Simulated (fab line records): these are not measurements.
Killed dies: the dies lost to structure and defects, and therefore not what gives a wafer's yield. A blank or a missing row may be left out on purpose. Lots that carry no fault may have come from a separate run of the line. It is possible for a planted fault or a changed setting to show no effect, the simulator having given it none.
fab line records | flow sky130
record lots=6 wafers=18 lastDay=50
route steps=708 shown LDD_HVN@274 LDD_HVP@278 LDD_LDN@289 PAD_OPEN@708
lots that met no fault: from a run of the same line without faults
startH: hours from the record's first day to the start of the lot's first wafer shown | waitH: hours since the lot's step before | " the same as in the row above | L1.1+2: one row covering several wafers at once | - either no value or no given start | * or withheld: withheld | < > ~ a bound
route shown NAME@n: names a module that has steps shown in the file, with the first one's number in the route | usual: mean/standard deviation taken from wafers without a fault | same: alike in all rows | chamber/n: place in a boat | sites: the reading at each site | _std_site: their standard deviation | _edge_site: mean of outer sites minus mean of inner sites | radiusMm: how far each site lies from the wafer's centre | mask NAME#n: copy n | behind: the tool/chamber that last shaped the wafer | hold: why the lot went on hold/how many hours it stayed there/how the hold came to an end | device: the transistor (n, p or np) that didn't switch | end of line: tests run on the same wafers once the route is complete | step lacking rows: just its recipe | killed: dies that structure and defects cost at the first sort, which is not the same as the wafer's yield | map: the dies of a wafer, with x for killed, . for not killed, _ for no die there
set.NAME: the setting as run; set.NAME@STEP: as run at that earlier step | model.NAME: the simulator's own value behind a step, which no gauge read
a table for each step, a row for each wafer; lots at some steps of the route
services: from which hour (startH, from the record's first day; less than 0 if before it) a tool's chamber was out of use, for how many hours, and why
## steps
# step SKY_LDD_HVN_OVL_MEAS_07
# usual LDD_HVN_OVL=0.5/1.3
# columns lot.wafer tool chamber startH waitH LDD_HVN_OVL[nm]
L326.2 overlay-02 - 496.17 0.1 0.8
L326.4 " - " " 1.6
L326.6 " - " " 0.0
L328.2 overlay-02 - 507.32 0.1 0.5
L328.3 " - " " -0.2
L328.4 " - " " 0.6
L338.4 overlay-02 - 598.55 0.1 -1.8
L338.5 " - " " -0.8
L338.6 " - " " -0.9
L340.1 overlay-02 - 617.28 0.1 0.7
L340.2 " - " " 2.8
L340.6 " - " " 0.4
L344.1 overlay-01 - 650.53 0.1 1.1
L344.2 " - " " 0.8
L344.3 " - " " 0.1
L345.1 overlay-01 - 653.73 0.1 0.6
L345.4 " - " " 0.1
L345.6 " - " " -0.3
# step SKY_LDD_HVN_IMPLANT_08
# recipe species=P energyKev=60 doseCm2=3e+13 tiltDeg=40
# step SKY_LDD_HVN_STRIP_09
# recipe chemistry=O2/N2 powerW=1400 pressureMtorr=1500 platenTempC=withheld o2FlowSccm=3000 n2FlowSccm=300 overashFraction=0.5
# usual drypumpMotorCurrentA=6.1/0.41 oesProductAu=0.409/0.0043 stripTimeToEndpointS=4.140/0.012
# columns lot.wafer tool chamber startH waitH drypumpMotorCurrentA oesProductAu rfHoursCounterH stripTimeToEndpointS
L326.2 plasmaAsher-01 1 496.35 0.1 6.5 0.419 38 4.155
L326.4 " 1 " " 6.5 0.412 - 4.148
L326.6 " 0 " " 6.2 0.409 - 4.142
L328.2 plasmaAsher-01 1 507.50 0.1 6.5 0.406 39 4.125
L328.3 " 1 " " 6.5 0.416 - 4.132
L328.4 " 0 " " 6.3 0.410 - 4.147
L338.4 plasmaAsher-01 1 598.75 0.1 6.5 0.412 - 4.152
L338.5 " 0 " " 6.2 0.409 - 4.124
L338.6 " 1 " " 6.5 0.401 - 4.139
L340.1 plasmaAsher-01 1 617.47 0.1 6.5 0.414 51 4.139
L340.2 " 0 " " 6.3 0.404 51 4.161
L340.6 " 1 " " 6.6 0.405 - 4.140
L344.1 plasmaAsher-04 0 650.72 0.1 5.3 0.410 23 4.152
L344.2 " 1 " " 6.0 0.411 23 4.136
L344.3 " 0 " " 5.3 0.410 - 4.133
L345.1 plasmaAsher-01 0 653.92 0.1 6.2 0.410 54 4.153
L345.4 " 0 " " 6.3 0.404 - 4.142
L345.6 " 1 " " 6.5 0.411 - 4.134
# step SKY_LDD_HVN_TW_MEAS_10
# usual LDD_HVN_TW=1435/16
# columns lot.wafer tool chamber startH waitH LDD_HVN_TW
L326.2 filmMetro-01 - 496.46 0.1 1460
L326.4 " - " " 1449
L326.6 " - " " 1458
L328.2 filmMetro-02 - 507.61 0.1 1423
L328.3 " - " " 1420
L328.4 " - " " 1412
L338.4 filmMetro-02 - 598.85 0.1 1432
L338.5 " - " " 1419
L338.6 " - " " 1422
L340.1 filmMetro-04 - 617.57 0.1 1425
L340.2 " - " " 1433
L340.6 " - " " 1428
L344.1 filmMetro-01 - 650.82 0.1 1464
L344.2 " - " " 1464
L344.3 " - " " 1462
L345.1 filmMetro-04 - 654.02 0.1 1439
L345.4 " - " " 1437
L345.6 " - " " 1434
# step SKY_LDD_HVP_DEHYDRATE_00
# recipe tempC=200 timeS=60
# step SKY_LDD_HVP_HMDS_01
# recipe primeTimeS=60 primeTempC=120
# step SKY_LDD_HVP_COAT_02
# recipe resist=NOVOLAK spinRpm=3000 resistThkNm=300
# step SKY_LDD_HVP_SOFTBAKE_03
# recipe tempC=90 timeS=60 resist=NOVOLAK
# step SKY_LDD_HVP_EXPOSE_04
# recipe maskId=HVPTM na=0.6 sourceShape=conventional sigmaOuter=0.6 polarization=unpolarized targetCdNm=700 doseMj=86
# step SKY_LDD_HVP_PEB_05
# recipe tempC=withheld timeS=* resist=NOVOLAK
# step SKY_LDD_HVP_DEVELOP_06
# recipe resist=NOVOLAK developer=TMAH developTimeS=60 devTempC=23
# step SKY_LDD_HVP_OVL_MEAS_07
# usual LDD_HVP_OVL=1.4/1.3
# columns lot.wafer tool chamber startH waitH LDD_HVP_OVL[nm]
L326.2 overlay-01 - 526.57 0.1 -0.2
L326.4 " - " " 2.6
L326.6 " - " " 1.4
L328.2 overlay-02 - 536.87 0.1 1.1
L328.3 " - " " 2.4
L328.4 " - " " 1.0
L338.4 overlay-02 - 627.83 0.1 3.6
L338.5 " - " " 5.5
L338.6 " - " " 3.1
L340.1 overlay-01 - 646.66 0.1 3.5
L340.2 " - " " 3.5
L340.6 " - " " 2.6
L344.1 overlay-02 - 678.61 0.1 2.3
L344.2 " - " " 1.1
L344.3 " - " " 2.0
L345.1 overlay-01 - 681.41 0.1 2.2
L345.4 " - " " 1.7
L345.6 " - " " 1.8
# step SKY_LDD_HVP_IMPLANT_08
# recipe species=B energyKev=20 doseCm2=1.7e+13 tiltDeg=17.9
# usual beamOnS=10.01/0.2 doseIonsCm2=1.7004e+13/1.5e+10 faradayCurrentUA=95.8/1.9
# columns lot.wafer tool chamber startH waitH beamOnS doseIonsCm2 faradayCurrentUA
L326.2 implanter-02 0 526.62 0.0 10.29 1.7021e+13 93.5
L326.4 " 0 " " 9.58 1.7011e+13 99.8
L326.6 " 0 " " 9.76 1.6989e+13 98.3
L328.2 implanter-04 0 536.93 0.0 9.79 1.7007e+13 97.7
L328.3 " 0 " " 10.11 1.7029e+13 94.9
L328.4 " 0 " " 9.76 1.6985e+13 97.7
L338.4 implanter-04 0 627.93 0.1 10.40 8.5489e+13 464.9
L338.5 " 0 " " 9.68 8.5491e+13 497.2
L338.6 " 0 " " 9.86 8.5481e+13 489.3
L340.1 implanter-04 0 646.70 0.0 9.82 8.5508e+13 494.0
L340.2 " 0 " " 9.78 8.5519e+13 492.8
L340.6 " 0 " " 10.01 8.5506e+13 481.1
L344.1 implanter-03 0 678.65 0.0 9.91 1.7021e+13 96.7
L344.2 " 0 " " 10.11 1.7011e+13 95.0
L344.3 " 0 " " 10.11 1.7003e+13 95.0
L345.1 implanter-02 0 681.45 0.0 9.70 1.7024e+13 98.5
L345.4 " 0 " " 10.03 1.7011e+13 95.1
L345.6 " 0 " " 9.96 1.7017e+13 96.1
# step SKY_LDD_HVP_STRIP_09
# recipe chemistry=O2/N2 powerW=1400 pressureMtorr=1500 platenTempC=withheld o2FlowSccm=3000 n2FlowSccm=300 overashFraction=0.5
# usual drypumpMotorCurrentA=5.70/0.29 oesProductAu=0.408/0.0048 stripTimeToEndpointS=4.131/0.015
# columns lot.wafer tool chamber startH waitH drypumpMotorCurrentA oesProductAu rfHoursCounterH stripTimeToEndpointS
L326.2 plasmaAsher-02 1 526.75 0.1 6.00 0.402 78 4.121
L326.4 " 1 " " 6.00 0.405 - 4.126
L326.6 " 0 " " 5.62 0.403 - 4.121
L328.2 plasmaAsher-03 0 537.05 0.1 5.50 0.412 74 4.124
L328.3 " 1 " " 5.88 0.406 - 4.138
L328.4 " 0 " " 5.52 0.411 - 4.122
L338.4 plasmaAsher-02 0 628.03 0.1 5.61 0.396 - 4.163
L338.5 " 1 " " 6.04 0.416 - 4.167
L338.6 " 0 " " 5.63 0.409 - 4.155
L340.1 plasmaAsher-04 1 646.85 0.1 5.97 0.410 22 4.130
L340.2 " 0 " " 5.25 0.411 22 4.136
L340.6 " 1 " " 5.99 0.406 - 4.143
L344.1 plasmaAsher-03 0 678.80 0.1 5.51 0.404 88 4.138
L344.2 " 1 " " 5.89 0.407 88 4.123
L344.3 " 0 " " 5.52 0.417 - 4.141
L345.1 plasmaAsher-02 0 681.60 0.1 5.63 0.416 93 4.149
L345.4 " 0 " " 5.61 0.406 - 4.147
L345.6 " 1 " " 6.01 0.404 - 4.139
# step SKY_LDD_HVP_TW_MEAS_10
# usual LDD_HVP_TW=458/5.4
# columns lot.wafer tool chamber startH waitH LDD_HVP_TW
L326.2 filmMetro-03 - 526.86 0.1 460
L326.4 " - " " 458
L326.6 " - " " 455
L328.2 filmMetro-03 - 537.16 0.1 459
L328.3 " - " " 458
L328.4 " - " " 455
L338.4 filmMetro-01 - 628.13 0.1 765
L338.5 " - " " 762
L338.6 " - " " 764
L340.1 filmMetro-01 - 646.95 0.1 763
L340.2 " - " " 767
L340.6 " - " " 765
L344.1 filmMetro-01 - 678.90 0.1 465
L344.2 " - " " 463
L344.3 " - " " 464
L345.1 filmMetro-03 - 681.70 0.1 454
L345.4 " - " " 453
L345.6 " - " " 452
# step SKY_LDD_LDN_DEHYDRATE_00
# recipe tempC=200 timeS=60
# step SKY_PAD_OPEN_PROBE_99
# usual killed_at_M0_to_M3=42/6.6 killed_at_M4_up=3.1/1.9 killedAtContacts=25/5.7 killedAtFrontEnd=16/5 killedAtOther=0.2/0.38 killedDies=86/9.6 killedOpen=47/7.2 killedShort=39/6.2
# same grossDies=492 killedAtBackSide=0
# columns lot.wafer tool chamber startH waitH killed_at_M0_to_M3 killed_at_M4_up killedAtContacts killedAtFrontEnd killedAtOther killedDies killedOpen killedShort model.etest.tip_p_5v.rsOhmSq model.etest.pfetG5v0d10v5.rOnOhmUm model.etest.tip_p_5v.rsOhmSqRange model.etest.pfetG5v0d10v5.driveUaUm model.etest.resPdiffHv.rsOhmSq model.etest.pfet_16v.driveUaUm model.etest.pfetG5v0d10v5.offLog10AUm model.etest.ring_5v.delayPs
L326.2 prober-01 - 1099.98 0.1 52 1 17 6 0 76 37 39 2865 4730 74.92 340.4 190.8 248.9 -12.71 44.82
L326.4 prober-01 - 1100.08 0.2 35 2 27 5 0 69 42 27 2876 4757 88.06 341.6 189.2 247.3 -12.57 44.51
L326.6 prober-01 - 1100.18 0.2 43 2 25 7 0 77 34 43 2879 4808 60.08 334.5 191.6 243 -12.3 44.9
L328.2 prober-01 - 1105.55 0.1 42 2 19 8 0 71 35 36 2862 4790 96.36 332.9 192.1 247.2 -13.15 44.57
L328.3 prober-01 - 1105.60 0.2 44 2 19 12 0 77 46 31 2896 4782 114.6 336.7 192.9 246.9 -13.1 44.55
L328.4 prober-01 - 1105.65 0.2 45 4 22 8 0 79 41 38 2892 4787 97.6 337.8 192.5 244.3 -13.33 44.34
L338.4 prober-01 - 1167.89 0.2 45 0 19 14 0 78 40 38 906.1 4068 16.81 404.5 175.7 258 -9.242 41.38
L338.5 prober-01 - 1167.94 0.2 39 4 20 21 0 84 35 49 906.8 4083 24.56 400.8 177.7 255.3 -9.407 41.75
L338.6 prober-01 - 1167.99 0.2 46 2 28 16 0 92 54 38 917.8 4144 35.05 395.2 177 255.5 -9.669 42.55
L340.1 prober-01 - 1178.66 0.1 38 5 20 14 0 77 47 30 914.2 4062 30.85 403.8 177.7 247 -9.736 42.06
L340.2 prober-01 - 1178.71 0.1 38 1 28 15 0 82 44 38 917 4111 28.83 395.5 178.1 248.6 -10.1 42.53
L340.6 prober-01 - 1178.91 0.2 42 3 19 20 1 85 46 39 911.5 4106 40.64 394.3 177.6 246 -10.16 42.39
L344.1 prober-01 - 1195.50 0.1 45 2 18 11 0 76 35 41 2852 4785 56.34 339.4 187.8 246.1 -12.12 44.56
L344.2 prober-01 - 1195.55 0.1 45 5 19 12 0 81 46 35 2863 4732 63.82 340.6 187.9 249.2 -12.47 44.06
L344.3 prober-01 - 1195.60 0.2 48 4 21 20 0 93 41 52 2854 4749 51.45 341.5 186.7 249.3 -12.28 44.04
L345.1 prober-02 - 1197.80 0.1 42 2 25 10 1 80 47 33 2859 4709 86.1 342.4 193.4 249.9 -12.81 44.28
L345.4 prober-02 - 1197.95 0.2 53 3 22 9 0 87 40 47 2852 4776 95.51 336.8 195.7 243.6 -12.67 44.55
L345.6 prober-02 - 1198.05 0.2 44 5 21 9 0 79 39 40 2844 4846 75.79 335.3 194.4 245.7 -12.73 44.74
# killed by level:class
L326.2 VIA1:geometricParticle:open=10 VIA1:geometricParticle:short=9 CONTACT:geometricParticle:open=7 METAL2:geometricParticle:short=7 VIA3:geometricParticle:open=6 METAL1:geometricParticle:short=6 METAL3:geometricParticle:short=5 LI_CONTACT:geometricParticle:open=4
L326.4 VIA1:geometricParticle:open=10 CONTACT:geometricParticle:open=9 LI_CONTACT:geometricParticle:open=8 CONTACT:geometricParticle:short=6 VIA2:geometricParticle:open=6 VIA2:geometricParticle:short=5 VIA3:geometricParticle:open=5 LOCAL_INTERCONNECT:geometricParticle:short=3
L326.6 VIA1:geometricParticle:short=10 CONTACT:geometricParticle:open=8 VIA3:geometricParticle:open=7 VIA1:geometricParticle:open=7 LOCAL_INTERCONNECT:geometricParticle:short=6 LI_CONTACT:geometricParticle:open=4 METAL1:geometricParticle:short=4 METAL3:geometricParticle:short=4
L328.2 VIA3:geometricParticle:open=8 LI_CONTACT:geometricParticle:open=7 VIA1:geometricParticle:open=7 VIA1:geometricParticle:short=6 VIA2:geometricParticle:open=5 METAL1:geometricParticle:short=5 LI_CONTACT:geometricParticle:short=4 LOCAL_INTERCONNECT:geometricParticle:short=4
L328.3 VIA1:geometricParticle:open=13 VIA2:geometricParticle:open=10 CONTACT:geometricParticle:open=7 FIELD_ISO:geometricParticle:open=6 LOCAL_INTERCONNECT:geometricParticle:short=5 METAL1:geometricParticle:short=5 LI_CONTACT:geometricParticle:open=4 VIA2:geometricParticle:short=4
L328.4 VIA1:geometricParticle:open=11 METAL2:geometricParticle:short=8 CONTACT:geometricParticle:short=7 VIA2:geometricParticle:open=6 CONTACT:geometricParticle:open=5 METAL1:geometricParticle:short=4 LI_CONTACT:geometricParticle:open=4 VIA1:geometricParticle:short=4
L338.4 VIA1:geometricParticle:open=10 METAL2:geometricParticle:short=7 VIA1:geometricParticle:short=6 LI_CONTACT:geometricParticle:open=5 CONTACT:geometricParticle:open=5 CONTACT:geometricParticle:short=4 METAL1:geometricParticle:short=4 VIA2:geometricParticle:open=4
L338.5 POLY_GATE:geometricParticle:short=9 METAL2:geometricParticle:short=7 CONTACT:geometricParticle:short=7 VIA1:geometricParticle:open=7 VIA1:geometricParticle:short=7 CONTACT:geometricParticle:open=5 VIA2:geometricParticle:open=5 LOCAL_INTERCONNECT:geometricParticle:short=4
L338.6 CONTACT:geometricParticle:open=16 VIA1:geometricParticle:open=13 LI_CONTACT:geometricParticle:open=6 VIA2:geometricParticle:short=6 POLY_GATE:geometricParticle:short=5 VIA1:geometricParticle:short=5 METAL2:geometricParticle:short=5 VIA3:geometricParticle:open=5
L340.1 CONTACT:geometricParticle:open=14 VIA1:geometricParticle:open=10 VIA2:geometricParticle:open=6 VIA1:geometricParticle:short=5 VIA3:geometricParticle:open=4 FIELD_ISO:geometricParticle:open=3 FIELD_ISO:geometricParticle:short=3 METAL4:geometricParticle:short=3
L340.2 VIA1:geometricParticle:open=10 CONTACT:geometricParticle:short=8 VIA3:geometricParticle:open=8 CONTACT:geometricParticle:open=7 LI_CONTACT:geometricParticle:open=6 LOCAL_INTERCONNECT:geometricParticle:short=6 FIELD_ISO:geometricParticle:short=5 METAL1:geometricParticle:short=5
L340.6 VIA1:geometricParticle:open=9 METAL2:geometricParticle:short=7 LI_CONTACT:geometricParticle:open=6 CONTACT:geometricParticle:open=6 POLY_GATE:geometricParticle:open=5 METAL1:geometricParticle:open=5 FIELD_ISO:geometricParticle:open=4 POLY_GATE:geometricParticle:short=4
L344.1 METAL1:geometricParticle:short=10 VIA2:geometricParticle:open=9 CONTACT:geometricParticle:open=8 VIA1:geometricParticle:open=7 FIELD_ISO:geometricParticle:short=5 CONTACT:geometricParticle:short=4 METAL2:geometricParticle:short=4 VIA2:geometricParticle:short=4
L344.2 VIA3:geometricParticle:open=10 VIA2:geometricParticle:open=9 LI_CONTACT:geometricParticle:open=7 VIA1:geometricParticle:open=7 CONTACT:geometricParticle:open=5 VIA1:geometricParticle:short=5 FIELD_ISO:geometricParticle:short=4 METAL2:geometricParticle:short=4
L344.3 VIA1:geometricParticle:open=13 METAL2:geometricParticle:short=9 FIELD_ISO:geometricParticle:short=6 POLY_GATE:geometricParticle:short=6 CONTACT:geometricParticle:open=6 METAL1:geometricParticle:short=6 VIA2:geometricParticle:short=6 LOCAL_INTERCONNECT:geometricParticle:short=5
L345.1 VIA1:geometricParticle:open=11 CONTACT:geometricParticle:open=10 VIA3:geometricParticle:open=7 LI_CONTACT:geometricParticle:open=6 LOCAL_INTERCONNECT:geometricParticle:short=5 VIA2:geometricParticle:open=5 FIELD_ISO:geometricParticle:open=4 VIA1:geometricParticle:short=4
L345.4 VIA1:geometricParticle:open=12 METAL1:geometricParticle:short=11 METAL2:geometricParticle:short=7 VIA1:geometricParticle:short=7 VIA3:geometricParticle:open=7 CONTACT:geometricParticle:open=6 LI_CONTACT:geometricParticle:open=4 LOCAL_INTERCONNECT:geometricParticle:short=4
L345.6 VIA1:geometricParticle:open=10 METAL2:geometricParticle:short=9 CONTACT:geometricParticle:open=7 VIA1:geometricParticle:short=6 VIA2:geometricParticle:open=6 LOCAL_INTERCONNECT:geometricParticle:short=4 CONTACT:geometricParticle:short=4 METAL4:geometricParticle:short=4
## services
# columns tool chamber startH hours kind
implanter-03 - 479.03 4.3 repair
plasmaAsher-02 - 497.32 14.6 pm
implanter-02 - 518.08 2.4 repair
implanter-03 - 529.47 4.6 repair
implanter-02 - 532.21 5.1 pm
implanter-04 - 533.28 1.2 repair
plasmaAsher-01 - 547.37 0.4 repair
implanter-04 - 556.03 6.3 pm
implanter-04 - 570.14 2.0 repair
implanter-04 - 572.09 3.3 pm
plasmaAsher-02 - 601.55 6.5 repair
plasmaAsher-01 - 671.89 0.4 repair
plasmaAsher-04 - 679.80 14.6 pm
## key
firstSign step=SKY_LDD_HVP_IMPLANT_08 reading=doseIonsCm2 direction=up sigmas=99+ usual=* struck=*
effect step=SKY_LDD_HVP_IMPLANT_08 reading=faradayCurrentUA direction=up sigmas=99+ usual=95.8 struck=486.5
effect step=SKY_LDD_HVP_TW_MEAS_10 reading=LDD_HVP_TW direction=up sigmas=56 usual=458 struck=764
modelEffect step=SKY_PAD_OPEN_PROBE_99 value=etest.tip_p_5v.rsOhmSq without=2862 struck=912.2
metAt SKY_LDD_HVP_IMPLANT_08
struckWafers L338.4,L338.5,L338.6,L340.1,L340.2,L340.6
testerLeftOut L338,L340
onsetBetween 536.93 627.93
fault kind=processParameterDrift tool=implanter-04 chamber=- onsetH=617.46 steps=SKY_LDD_HVP_IMPLANT_08 channel=doseCm2 offset=* shape=step endH=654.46 actsIn=* stated=*
# testerLeftOut: of these lots the tester's yield and bins aren't shown, on N5 and GAA mostly nor the transistor test; their killed dies are dies lost to structure and defects alone, not to doping, threshold or leakage, so they don't give the yield
